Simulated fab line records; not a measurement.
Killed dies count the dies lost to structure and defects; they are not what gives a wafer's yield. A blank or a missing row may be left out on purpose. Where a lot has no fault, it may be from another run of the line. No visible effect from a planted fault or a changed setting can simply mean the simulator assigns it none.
Check for tools in common :: flow sky130 :: Sample size 14 lots and 51 wafers

== REASON IT WAS OPENED ==
Of 14 lots, 3 have the reading SD_P_OVL flagged at SKY_SD_P_OVL_MEAS_08. No-fault wafers: 0.4 nm, standard deviation 1.6.
Rule: flag the lot when none of its wafers has a number, or when each of its wafers that has one lies beyond 4 standard deviations from that mean. As for the other lots, they are considered sound.

lot: L393
measured: day 25 15:52
on: overlay-01
SD_P_OVL (nm), wafer by wafer: -0.9 -0.8 -0.8
flag: 

lot: L396
measured: day 26 04:31
on: overlay-02
SD_P_OVL (nm), wafer by wafer: 2.5 2.0 1.6
flag: 

lot: L397
measured: day 26 16:46
on: overlay-01
SD_P_OVL (nm), wafer by wafer: -0.4 -1.2 0.8
flag: 

lot: L401
measured: day 28 04:59
on: overlay-01
SD_P_OVL (nm), wafer by wafer: -1.0 -2.6 -0.8
flag: 

lot: L402
measured: day 28 13:32
on: overlay-02
SD_P_OVL (nm), wafer by wafer: 3.5 1.9 1.6
flag: 

lot: L404
measured: day 29 21:22
on: overlay-02
SD_P_OVL (nm), wafer by wafer: -0.3 0.0 -0.5
flag: 

lot: L405
measured: day 30 01:13
on: overlay-02
SD_P_OVL (nm), wafer by wafer: 1.8 0.7 -0.2
flag: 

lot: L406
measured: day 30 02:07
on: overlay-01
SD_P_OVL (nm), wafer by wafer: -1.4 0.3 0.9
flag: 

lot: L408
measured: day 30 13:02
on: overlay-01
SD_P_OVL (nm), wafer by wafer: 1.0 1.2 2.1
flag: 

lot: L409
measured: day 31 01:02
on: overlay-01
SD_P_OVL (nm), wafer by wafer: 56.6 56.1 57.2 57.5 56.8 57.4
flag: FLAGGED

lot: L410
measured: day 31 03:55
on: overlay-01
SD_P_OVL (nm), wafer by wafer: 56.7 56.5 55.2 57.3 57.3 56.1
flag: FLAGGED

lot: L411
measured: day 31 06:34
on: overlay-01
SD_P_OVL (nm), wafer by wafer: 55.3 57.3 57.1 55.8 57.3 57.7
flag: FLAGGED

lot: L413
measured: day 32 07:31
on: overlay-01
SD_P_OVL (nm), wafer by wafer: 1.1 0.1 -1.6
flag: 

lot: L415
measured: day 32 18:25
on: overlay-01
SD_P_OVL (nm), wafer by wafer: -1.1 -1.2 0.5
flag: 
On average the flagged lots' numbers are 56.7 nm, which is +56.3 nm against the usual, or +35 standard deviations.

== TOOL THAT RAN EACH LOT ==
The record holds 2 process steps before the reading, out of a route of 708 steps. Every cell lists first the tool, next ch and the chambers used by the sampled wafers, and last the start.
lot: L393
flag: 
SKY_LDD_P_STRIP_10: plasma-asher-03 ch 0,1, day 19 01:45
SKY_SD_P_EXPOSE_04: iline-stepper-02 ch 0, day 25 01:08

lot: L396
flag: 
SKY_LDD_P_STRIP_10: plasma-asher-01 ch 0,1, day 19 15:45
SKY_SD_P_EXPOSE_04: iline-stepper-01 ch 0, day 25 14:19

lot: L397
flag: 
SKY_LDD_P_STRIP_10: plasma-asher-04 ch 0,1, day 20 06:40
SKY_SD_P_EXPOSE_04: iline-stepper-02 ch 0, day 26 02:35

lot: L401
flag: 
SKY_LDD_P_STRIP_10: plasma-asher-04 ch 0,1, day 21 18:38
SKY_SD_P_EXPOSE_04: iline-stepper-02 ch 0, day 27 15:20

lot: L402
flag: 
SKY_LDD_P_STRIP_10: plasma-asher-04 ch 0,1, day 22 06:53
SKY_SD_P_EXPOSE_04: iline-stepper-01 ch 0, day 28 00:04

lot: L404
flag: 
SKY_LDD_P_STRIP_10: plasma-asher-01 ch 0,1, day 23 19:34
SKY_SD_P_EXPOSE_04: iline-stepper-02 ch 0, day 29 08:04

lot: L405
flag: 
SKY_LDD_P_STRIP_10: plasma-asher-04 ch 0,1, day 23 23:03
SKY_SD_P_EXPOSE_04: iline-stepper-01 ch 0, day 29 12:08

lot: L406
flag: 
SKY_LDD_P_STRIP_10: plasma-asher-04 ch 0,1, day 23 23:29
SKY_SD_P_EXPOSE_04: iline-stepper-01 ch 0, day 29 12:46

lot: L408
flag: 
SKY_LDD_P_STRIP_10: plasma-asher-01 ch 0,1, day 24 17:05
SKY_SD_P_EXPOSE_04: iline-stepper-01 ch 0, day 29 23:55

lot: L409
flag: FLAGGED
SKY_LDD_P_STRIP_10: plasma-asher-04 ch 0,1, day 25 06:17
SKY_SD_P_EXPOSE_04: iline-stepper-02 ch 0, day 30 12:02

lot: L410
flag: FLAGGED
SKY_LDD_P_STRIP_10: plasma-asher-01 ch 0,1, day 25 06:56
SKY_SD_P_EXPOSE_04: iline-stepper-02 ch 0, day 30 14:29

lot: L411
flag: FLAGGED
SKY_LDD_P_STRIP_10: plasma-asher-03 ch 0,1, day 25 11:37
SKY_SD_P_EXPOSE_04: iline-stepper-02 ch 0, day 30 18:05

lot: L413
flag: 
SKY_LDD_P_STRIP_10: plasma-asher-04 ch 0,1, day 26 14:45
SKY_SD_P_EXPOSE_04: iline-stepper-01 ch 0, day 31 17:47

lot: L415
flag: 
SKY_LDD_P_STRIP_10: plasma-asher-01 ch 0,1, day 27 01:55
SKY_SD_P_EXPOSE_04: iline-stepper-01 ch 0, day 32 04:49
What these steps do:
- SKY_LDD_P_STRIP_10: strips in O2/N2.
- SKY_SD_P_EXPOSE_04: exposes mask PSDM, target cd 380 nm.
- SKY_SD_P_OVL_MEAS_08

== FLAGGED OVER TOTAL, TOOL BY TOOL (the gauges that took the reading come last) ==
step: SKY_LDD_P_STRIP_10
tool: plasma-asher-01
lots run: 5
flagged: 1
share of the flagged lots: some
sound lots run after its first flagged lot: 1 (L415)

step: SKY_LDD_P_STRIP_10
tool: plasma-asher-03
lots run: 2
flagged: 1
share of the flagged lots: some
sound lots run after its first flagged lot: 0

step: SKY_LDD_P_STRIP_10
tool: plasma-asher-04
lots run: 7
flagged: 1
share of the flagged lots: some
sound lots run after its first flagged lot: 1 (L413)

step: SKY_SD_P_EXPOSE_04
tool: iline-stepper-01
lots run: 7
flagged: 0
share of the flagged lots: none
sound lots run after its first flagged lot: -

step: SKY_SD_P_EXPOSE_04
tool: iline-stepper-02
lots run: 7
flagged: 3
share of the flagged lots: all
sound lots run after its first flagged lot: 0

step: SKY_SD_P_OVL_MEAS_08
tool: overlay-01
lots run: 10
flagged: 3
share of the flagged lots: all
sound lots run after its first flagged lot: 2 (L413,L415)

step: SKY_SD_P_OVL_MEAS_08
tool: overlay-02
lots run: 4
flagged: 0
share of the flagged lots: none
sound lots run after its first flagged lot: -

== WHAT THE TABLE PERMITS ==
Rows of the table that ran all the flagged lots, 2 in number: iline-stepper-02 at SKY_SD_P_EXPOSE_04; overlay-01 at SKY_SD_P_OVL_MEAS_08.
- iline-stepper-02 at SKY_SD_P_EXPOSE_04: 3 of its 7 lots flagged. Its last sound lot is L404 (day 29 08:04), its first flagged lot L409 (day 30 12:02): a fault that began between those two fits.
- overlay-01 at SKY_SD_P_OVL_MEAS_08: 3 of its 10 lots flagged. After the first flagged lot (L413, L415), sound lots still ran on it; a lasting fault on the whole tool would not permit that.
What remains is a single tool, iline-stepper-02 at SKY_SD_P_EXPOSE_04.

== WHAT THE SIMULATOR HAD INSERTED ==
Scanner matching overlay: iline-stepper-02, from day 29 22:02 on, at SKY_SD_P_EXPOSE_04. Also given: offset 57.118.
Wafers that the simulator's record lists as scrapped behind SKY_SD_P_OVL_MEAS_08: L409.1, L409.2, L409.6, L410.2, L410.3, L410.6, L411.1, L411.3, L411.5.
Lots struck among those shown: L409, L410, L411. Same finding as the rule above.
